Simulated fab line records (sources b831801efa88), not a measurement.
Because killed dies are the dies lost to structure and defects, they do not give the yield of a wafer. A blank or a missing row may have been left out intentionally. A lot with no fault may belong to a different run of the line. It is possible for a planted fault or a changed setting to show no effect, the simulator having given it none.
Check for tools in common | flow gf180mcu | Sampled: 14 lots, 42 wafers

## WHY IT WAS OPENED
At GF_VT_IMPLANT_TW_MEAS_43 the reading VT_IMPLANT_4_TW is flagged on 2 of 14 lots. Wafers without a fault read 690, standard deviation 4.3.
Rule: a lot is flagged in two cases, either no wafer of it has a number, or all its wafers with numbers fall more than 4 standard deviations from that mean. All remaining lots are regarded as sound.

lot  | measured     | on            | VT_IMPLANT_4_TW, wafer by wafer | flag
L900 | day 7 13:32  | film_metro-01 | 688 686 684                     |
L902 | day 8 01:30  | film_metro-01 | 693 690 689                     |
L903 | day 8 13:06  | film_metro-01 | 686 690 688                     |
L904 | day 8 17:05  | film_metro-02 | 695 696 697                     |
L905 | day 9 02:51  | film_metro-03 | 685 687 684                     |
L906 | day 9 07:28  | film_metro-03 | 682 684 686                     |
L907 | day 9 12:01  | film_metro-02 | 698 700 697                     |
L908 | day 9 19:32  | film_metro-01 | 694 691 693                     |
L909 | day 10 02:48 | film_metro-01 | 692 691 693                     |
L914 | day 11 10:26 | film_metro-01 | 722 720 725                     | FLAGGED
L917 | day 12 06:33 | film_metro-02 | 723 725 721                     | FLAGGED
L919 | day 12 21:18 | film_metro-03 | 683 684 686                     |
L921 | day 13 15:36 | film_metro-02 | 699 696 698                     |
L922 | day 13 17:41 | film_metro-02 | 695 695 696                     |
Average over the flagged lots: 723; offset from the usual +33, equal to +8 standard deviations.

## WHICH TOOL RAN EACH LOT
The record holds 1 process step before the reading, out of a route of 602 steps. Read each cell as the tool, then ch plus the chambers that the sampled wafers visited, then the start.
lot  | flag    | GF_VT_IMPLANT_IMPLANT_41
L900 |         | implanter-04 ch 0, day 7 13:19
L902 |         | implanter-04 ch 0, day 8 01:15
L903 |         | implanter-01 ch 0, day 8 12:51
L904 |         | implanter-04 ch 0, day 8 16:50
L905 |         | implanter-02 ch 0, day 9 02:36
L906 |         | implanter-02 ch 0, day 9 07:13
L907 |         | implanter-02 ch 0, day 9 11:46
L908 |         | implanter-02 ch 0, day 9 19:18
L909 |         | implanter-01 ch 0, day 10 02:33
L914 | FLAGGED | implanter-02 ch 0, day 11 10:11
L917 | FLAGGED | implanter-02 ch 0, day 12 06:19
L919 |         | implanter-01 ch 0, day 12 21:04
L921 |         | implanter-01 ch 0, day 13 15:22
L922 |         | implanter-01 ch 0, day 13 17:28
What is done by these steps:
- GF_VT_IMPLANT_IMPLANT_41
- GF_VT_IMPLANT_TW_MEAS_43

## FLAGGED OVER TOTAL, TOOL BY TOOL (the gauges that took the reading come last)
step                     | tool          | lots run | flagged | share of the flagged lots | sound lots run after its first flagged lot
GF_VT_IMPLANT_IMPLANT_41 | implanter-01  | 5        | 0       | none                      | -
GF_VT_IMPLANT_IMPLANT_41 | implanter-02  | 6        | 2       | all                       | 0
GF_VT_IMPLANT_IMPLANT_41 | implanter-04  | 3        | 0       | none                      | -
GF_VT_IMPLANT_TW_MEAS_43 | film_metro-01 | 6        | 1       | some                      | 0
GF_VT_IMPLANT_TW_MEAS_43 | film_metro-02 | 5        | 1       | some                      | 2 (L921,L922)
GF_VT_IMPLANT_TW_MEAS_43 | film_metro-03 | 3        | 0       | none                      | -

## THE TABLE: WHAT IT ALLOWS
1 row of the table ran every flagged lot: implanter-02 at GF_VT_IMPLANT_IMPLANT_41.
- implanter-02 at GF_VT_IMPLANT_IMPLANT_41 ran 6 lots, 2 of them flagged. Last sound lot L908 at day 9 19:18, first flagged lot L914 at day 11 10:11; a fault beginning in between fits. Its own readings lie more than 4 standard deviations out on every wafer of the flagged lots: beam_energy_keV.
implanter-02 at GF_VT_IMPLANT_IMPLANT_41 is the single tool remaining.

## WHAT THE SIMULATOR PUT IN
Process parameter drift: implanter-02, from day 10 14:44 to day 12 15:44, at GF_VT_IMPLANT_IMPLANT_41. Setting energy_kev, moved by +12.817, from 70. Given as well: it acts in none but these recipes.
Struck lots among those shown: L914, L917. The same result came from the rule above.
